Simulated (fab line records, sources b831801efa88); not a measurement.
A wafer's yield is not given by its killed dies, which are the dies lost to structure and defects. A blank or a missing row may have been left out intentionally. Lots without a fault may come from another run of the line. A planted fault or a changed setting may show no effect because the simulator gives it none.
Comparing a struck lot with a sound one    flow sky130    15 steps out of a route of 708
Sound: these wafers, L765.2, L765.3, L765.6. The struck wafers were L761.4, L761.5, L761.6. The cause is named last.
Order at every step that has rows: each side's tool, ch and its chambers, its first start. Under that, the readings that differ: sound wafers    struck wafers    difference of the means    sigmas: that difference in standard deviations of wafers without a fault.
alike: readings whose means differ by less than 2 such deviations, and words and numbers that are the same on both sides. not compared: withheld readings, readings that some wafer has no value for, bounds like >300 that may hide the same value, and numbers for which the record gives no deviation and whose values overlap.
A row with sigmas, a row that says differs or no value, or rows on one side alone: a step with any of these is where the two part. Non-overlapping numbers with no deviation appear without sigmas and do not part them. A reading that every wafer of one side lacks parts them only if that side has two wafers or more.

first, 5 steps without rows for these wafers: SKY_LDD_N_COAT_02 (resist thk 300 nm); SKY_LDD_N_SOFTBAKE_03 (time 60 s); SKY_LDD_N_EXPOSE_04 (exposes mask NTM, target cd 840 nm); SKY_LDD_N_PEB_05; SKY_LDD_N_DEVELOP_06 (develop time 60 s).
SKY_LDD_N_OVL_MEAS_07:
  sound: overlay-01 at day 25 17:03; struck: overlay-01 at day 24 00:07
  alike: LDD_N_OVL
then, 6 steps without rows for these wafers: SKY_LDD_N_IMPLANT_08; SKY_LDD_N_IMPLANT_09; SKY_LDD_N_IMPLANT_10; SKY_LDD_N_IMPLANT_11; SKY_LDD_N_IMPLANT_12; SKY_LDD_N_IMPLANT_13.
SKY_LDD_N_IMPLANT_14:
  sound on implanter-04 ch 0, day 25 18:01; struck on implanter-02 ch 0, day 24 01:07
reading                    sound                 struck                difference  sigmas
beam_energy_keV            49.991 49.989 49.970  52.588 52.595 52.593  +2.609      +99 or more
model.implant.rp_nm (nm)   32.19 32.19 32.19     35.07 35.07 35.07     +2.88       
model.implant.drp_nm (nm)  18.83 18.83 18.83     19.54 19.54 19.54     +0.71       
next, for these wafers, 1 step has no rows: SKY_LDD_N_IMPLANT_15.
-- the record jumps here: 26 days lie between the struck wafers' starts before and after (it left off in module LDD_N and takes up again in module PAD_OPEN, whose first step shown is number 708 of the route) --
SKY_PAD_OPEN_PROBE_99:
  sound: prober-02 at day 50 17:50; struck: prober-02 at day 49 17:14
  alike: killed_at_M0_to_M3, killed_at_M4_up, killed_at_contacts, killed_at_front_end, killed_at_other, killed_dies, killed_open, killed_short

WHERE THEY PART
SKY_LDD_N_IMPLANT_14 only, going by this record. Later steps at which nothing parts them and some readings are alike: SKY_PAD_OPEN_PROBE_99.

WHY: what the simulator had put in
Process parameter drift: implanter-02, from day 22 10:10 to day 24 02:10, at SKY_LDD_N_IMPLANT_14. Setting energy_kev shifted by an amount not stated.
